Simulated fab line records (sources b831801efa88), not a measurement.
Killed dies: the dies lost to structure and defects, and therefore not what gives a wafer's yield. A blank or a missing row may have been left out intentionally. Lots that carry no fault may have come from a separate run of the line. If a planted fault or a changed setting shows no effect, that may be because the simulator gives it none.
Split-lot experiment :: flow gf180mcu :: 5 lots, 23 wafers read, on a route of 602 steps

== ON THE SPLIT ==
At GF_V2_SPUTTER_21 (material Ti, target thk 15 nm, time 80.02 s), the setting time_s was moved away from the recipe's 80.02 s on 5 of the 23 wafers read, by -7.3% to +13.5%. This setting was run at the recipe's value on the other wafers.

The reading comes from the split's own step.

== THE READING ==
Ti_of_V2_SPUTTER_21.thk_nm (the simulator's own value, which no gauge read), in nm, at GF_V2_SPUTTER_21 (material Ti, target thk 15 nm, time 80.02 s). No usual value for it is given in the file. The 18 wafers here that ran the recipe average 15.08 nm, standard deviation 0.13 nm.

wafer: L075.2
tool, chamber at the split: pvd_sputter-02, -
time_s as run, s: 80.02
against the recipe: recipe
Ti_of_V2_SPUTTER_21.thk_nm, nm: 15.05
against lot-mates on the recipe: -

wafer: L075.3
tool, chamber at the split: pvd_sputter-02, -
time_s as run, s: 80.02
against the recipe: recipe
Ti_of_V2_SPUTTER_21.thk_nm, nm: 15.04
against lot-mates on the recipe: -

wafer: L075.4
tool, chamber at the split: pvd_sputter-02, -
time_s as run, s: 80.02
against the recipe: recipe
Ti_of_V2_SPUTTER_21.thk_nm, nm: 14.92
against lot-mates on the recipe: -

wafer: L077.1
tool, chamber at the split: pvd_sputter-03, -
time_s as run, s: 80.02
against the recipe: recipe
Ti_of_V2_SPUTTER_21.thk_nm, nm: 14.79
against lot-mates on the recipe: -

wafer: L077.2
tool, chamber at the split: pvd_sputter-03, -
time_s as run, s: 80.02
against the recipe: recipe
Ti_of_V2_SPUTTER_21.thk_nm, nm: 15.05
against lot-mates on the recipe: -

wafer: L077.3
tool, chamber at the split: pvd_sputter-03, -
time_s as run, s: 80.02
against the recipe: recipe
Ti_of_V2_SPUTTER_21.thk_nm, nm: 14.8
against lot-mates on the recipe: -

wafer: L077.4
tool, chamber at the split: pvd_sputter-03, -
time_s as run, s: 80.02
against the recipe: recipe
Ti_of_V2_SPUTTER_21.thk_nm, nm: 15.09
against lot-mates on the recipe: -

wafer: L077.6
tool, chamber at the split: pvd_sputter-03, -
time_s as run, s: 80.02
against the recipe: recipe
Ti_of_V2_SPUTTER_21.thk_nm, nm: 14.98
against lot-mates on the recipe: -

wafer: L080.2
tool, chamber at the split: pvd_sputter-01, -
time_s as run, s: 80.02
against the recipe: recipe
Ti_of_V2_SPUTTER_21.thk_nm, nm: 15.15
against lot-mates on the recipe: -

wafer: L080.4
tool, chamber at the split: pvd_sputter-01, -
time_s as run, s: 80.02
against the recipe: recipe
Ti_of_V2_SPUTTER_21.thk_nm, nm: 15.15
against lot-mates on the recipe: -

wafer: L080.3
tool, chamber at the split: pvd_sputter-01, -
time_s as run, s: 90.85
against the recipe: +13.5%
Ti_of_V2_SPUTTER_21.thk_nm, nm: 17.26
against lot-mates on the recipe: +2.11

wafer: L080.5
tool, chamber at the split: pvd_sputter-01, -
time_s as run, s: 90.85
against the recipe: +13.5%
Ti_of_V2_SPUTTER_21.thk_nm, nm: 17.13
against lot-mates on the recipe: +1.98

wafer: L080.6
tool, chamber at the split: pvd_sputter-01, -
time_s as run, s: 90.85
against the recipe: +13.5%
Ti_of_V2_SPUTTER_21.thk_nm, nm: 16.97
against lot-mates on the recipe: +1.82

wafer: L081.1
tool, chamber at the split: pvd_sputter-02, -
time_s as run, s: 80.02
against the recipe: recipe
Ti_of_V2_SPUTTER_21.thk_nm, nm: 15.2
against lot-mates on the recipe: -

wafer: L081.2
tool, chamber at the split: pvd_sputter-02, -
time_s as run, s: 80.02
against the recipe: recipe
Ti_of_V2_SPUTTER_21.thk_nm, nm: 15.11
against lot-mates on the recipe: -

wafer: L081.3
tool, chamber at the split: pvd_sputter-02, -
time_s as run, s: 80.02
against the recipe: recipe
Ti_of_V2_SPUTTER_21.thk_nm, nm: 15.15
against lot-mates on the recipe: -

wafer: L081.5
tool, chamber at the split: pvd_sputter-02, -
time_s as run, s: 74.17
against the recipe: -7.3%
Ti_of_V2_SPUTTER_21.thk_nm, nm: 14.15
against lot-mates on the recipe: -1.00

wafer: L081.6
tool, chamber at the split: pvd_sputter-02, -
time_s as run, s: 74.17
against the recipe: -7.3%
Ti_of_V2_SPUTTER_21.thk_nm, nm: 14.03
against lot-mates on the recipe: -1.12

wafer: L082.2
tool, chamber at the split: pvd_sputter-02, -
time_s as run, s: 80.02
against the recipe: recipe
Ti_of_V2_SPUTTER_21.thk_nm, nm: 15.26
against lot-mates on the recipe: -

wafer: L082.3
tool, chamber at the split: pvd_sputter-02, -
time_s as run, s: 80.02
against the recipe: recipe
Ti_of_V2_SPUTTER_21.thk_nm, nm: 15.11
against lot-mates on the recipe: -

wafer: L082.4
tool, chamber at the split: pvd_sputter-02, -
time_s as run, s: 80.02
against the recipe: recipe
Ti_of_V2_SPUTTER_21.thk_nm, nm: 15.17
against lot-mates on the recipe: -

wafer: L082.5
tool, chamber at the split: pvd_sputter-02, -
time_s as run, s: 80.02
against the recipe: recipe
Ti_of_V2_SPUTTER_21.thk_nm, nm: 15.17
against lot-mates on the recipe: -

wafer: L082.6
tool, chamber at the split: pvd_sputter-02, -
time_s as run, s: 80.02
against the recipe: recipe
Ti_of_V2_SPUTTER_21.thk_nm, nm: 15.24
against lot-mates on the recipe: -

THE FIT
A straight line over all 23 wafers: Ti_of_V2_SPUTTER_21.thk_nm changes by +0.148 nm for each +1% of time_s; r = +0.99; the points scatter about the line by 0.13 nm.
The same after taking each lot's own level away (the mean of its wafers on the recipe; 23 wafers): +0.146 nm for each +1%; r = +0.99; scatter 0.086 nm.
According to that fit, moving time_s by its largest amount changes the reading by 2 nm.
Across the lots, their own levels run from 14.942 to 15.190 nm, a range of 1.9 times the standard deviation given above.
The two slopes are in agreement: the lot-to-lot level therefore moves the slope only a little.
Check: +1.91 nm against its lot-mates is what the line predicts for one of the wafers moved furthest among these (+13.5%) when that wafer is left out of the fit. It came out at +2.11 nm against them.

== ADDITIONAL SPLITS CARRIED BY THESE WAFERS ==
Other splits were also applied to these wafers ahead of the reading. Each is held against what the fit with the lots' levels taken away leaves over:
other split on the same wafers: GF_M1_METAL_ETCH_16 time_s
wafers away from the commonest value: 11
r with Ti_of_V2_SPUTTER_21.thk_nm (lot level and that fit taken away): -0.35

other split on the same wafers: GF_V1_DEVELOP_13 develop_time_s
wafers away from the commonest value: 8
r with Ti_of_V2_SPUTTER_21.thk_nm (lot level and that fit taken away): +0.17

other split on the same wafers: GF_M2_SPUTTER_01 time_s
wafers away from the commonest value: 4
r with Ti_of_V2_SPUTTER_21.thk_nm (lot level and that fit taken away): +0.05

other split on the same wafers: GF_M2_SPUTTER_04 time_s
wafers away from the commonest value: 6
r with Ti_of_V2_SPUTTER_21.thk_nm (lot level and that fit taken away): -0.17

other split on the same wafers: GF_M2_METAL_ETCH_16 icp_w
wafers away from the commonest value: 10
r with Ti_of_V2_SPUTTER_21.thk_nm (lot level and that fit taken away): -0.29

other split on the same wafers: GF_V2_EXPOSE_11 dose_mj
wafers away from the commonest value: 9
r with Ti_of_V2_SPUTTER_21.thk_nm (lot level and that fit taken away): +0.15

== FILE'S OWN FIT ==
Ti_of_V2_SPUTTER_21.thk_nm changes by +0.146 nm for each +1% of time_s, r = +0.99.
